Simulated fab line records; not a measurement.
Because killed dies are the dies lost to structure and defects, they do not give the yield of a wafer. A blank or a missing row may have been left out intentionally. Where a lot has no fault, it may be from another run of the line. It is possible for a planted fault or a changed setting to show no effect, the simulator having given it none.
A lot that was struck, set against a sound lot | flow gf180mcu | 21 steps out of a route of 602
Sound: wafers L168.1, L168.3, L168.5. Struck: wafers L172.5, L172.6 (left out: L172.4, a lot-mate that was not struck); the cause follows at the end.
For every step that has rows: the tool of each side, followed by ch and its chambers, followed by its first start. Under that, the readings that differ: sound wafers | struck wafers | difference of the means | sigmas: that difference in standard deviations of wafers without a fault.
alike: same words and numbers on both sides, and readings whose means sit less than 2 such deviations apart. not compared: any withheld reading, any reading some wafer has no value for, any bound like >300 that may hide the same value, and any number with overlapping values for which the record gives no deviation.
Wherever a step has rows on one side only, a row that says differs or no value, or a row with sigmas, the two part there. When numbers do not overlap yet have no deviation, they are printed without sigmas and do not part them. Lack of a reading on every wafer of one side parts them only where that side has two or more wafers.

first, 2 steps without rows for these wafers: GF_M3_CLEAN_19 (cleans in DIW); GF_V3_CVD_00 (deposits SiO2, target thk 600 nm, time 100 s).
GF_V3_THK_MEAS_01:
  sound on film-metro-01, day 25 06:31; struck on film-metro-04, day 26 04:37
  alike: V3_CVD_00_THK
GF_V3_CVD_02: deposits SiO2 from TEOS, target thk 850 nm, time 94.851 s.
  sound on pecvd-03 ch 1,2, day 25 06:35; struck on pecvd-02 ch 1,2, day 26 04:41
  alike: heater-power-outer-w, heater-power-w, susceptor-temp-C
GF_V3_THK_MEAS_03:
  sound on film-metro-04, day 25 06:38; struck on film-metro-01, day 26 04:45
  alike: V3_CVD_02_THK
GF_V3_CMP_04: polishes SiO2.
  sound on cmp-02 ch 2,3, day 25 06:42; struck on cmp-01 ch 1,2, day 26 04:56
  alike: motor-current-A, time-to-endpoint-s
GF_V3_BOW_MEAS_05:
  sound on film-metro-02, day 25 07:00; struck on film-metro-02, day 26 05:08
  alike: V3_BOW
then, 5 steps without rows for these wafers: GF_V3_DEHYDRATE_06 (time 60 s); GF_V3_HMDS_07 (prime time 60 s); GF_V3_COAT_08; GF_V3_COAT_09 (resist thk 1000 nm); GF_V3_SOFTBAKE_10 (time 60 s).
GF_V3_EXPOSE_11: exposes mask Via3, target cd 260 nm.
  sound on krf-scanner-01 ch 0, day 25 18:12; struck on krf-scanner-01 ch 0, day 26 15:34
  alike: mask
then, 2 steps without rows for these wafers: GF_V3_PEB_12 (peb time 90 s); GF_V3_DEVELOP_13 (develop time 60 s).
GF_V3_CD_MEAS_14: target cd 260 nm.
  sound on cd-sem-01, day 26 04:56; struck on cd-sem-01, day 27 01:34
  reading    | sound             | struck      | difference | sigmas
  cd-nm (nm) | 260.6 261.4 260.5 | 266.1 266.0 | +5.2       | +5
GF_V3_OVL_MEAS_15:
  sound on overlay-02, day 26 05:03; struck on overlay-02, day 27 01:39
  alike: V3_OVL
GF_V3_ETCH_16: etches BARC in N2/H2.
  sound on rie-diel-02 ch 1,2, day 26 05:05; struck on rie-diel-03 ch 2,3, day 27 01:40
  reading             | sound             | struck      | difference | sigmas
  model.V3.cd-nm (nm) | 260.7 261.5 260.8 | 266.5 266.6 | +5.6       |
  alike: chamber-pressure-mTorr, drypump-motor-current-A, oes-product-au, throttle-valve-pct
GF_V3_ETCH_17: etches SiO2 in C4F8/O2/Ar, stops on TiN, target depth 635 nm.
  sound: rie-diel-02 ch 1,2; struck: rie-diel-03 ch 2,3
  reading             | sound             | struck      | difference | sigmas
  model.V3.cd-nm (nm) | 261.4 261.2 261.8 | 266.1 266.4 | +4.8       |
  alike: chamber-pressure-mTorr, oes-product-au
GF_V3_STRIP_18: strips in O2/N2.
  sound on plasma-asher-02 ch 0,1, day 26 05:13; struck on plasma-asher-03 ch 0,1, day 27 01:50
  alike: chamber-pressure-mTorr, drypump-motor-current-A, heater-power-w, o2-flow-sccm, oes-product-au
  not compared: rf-hours-counter-h
-- the record jumps here: 6 days lie between the struck wafers' starts before and after (it left off in module V3 and takes up again in module PASSIVATION, whose first step shown is number 602 of the route) --
GF_PASSIVATION_PROBE_99:
  rows exist in the record for the struck wafers here (prober-02, day 32 21:40), but not for the sound ones

## WHERE THEY PART
Earliest at GF_V3_CD_MEAS_14; latest, in this record, at GF_PASSIVATION_PROBE_99.

WHY: whatever the simulator had introduced
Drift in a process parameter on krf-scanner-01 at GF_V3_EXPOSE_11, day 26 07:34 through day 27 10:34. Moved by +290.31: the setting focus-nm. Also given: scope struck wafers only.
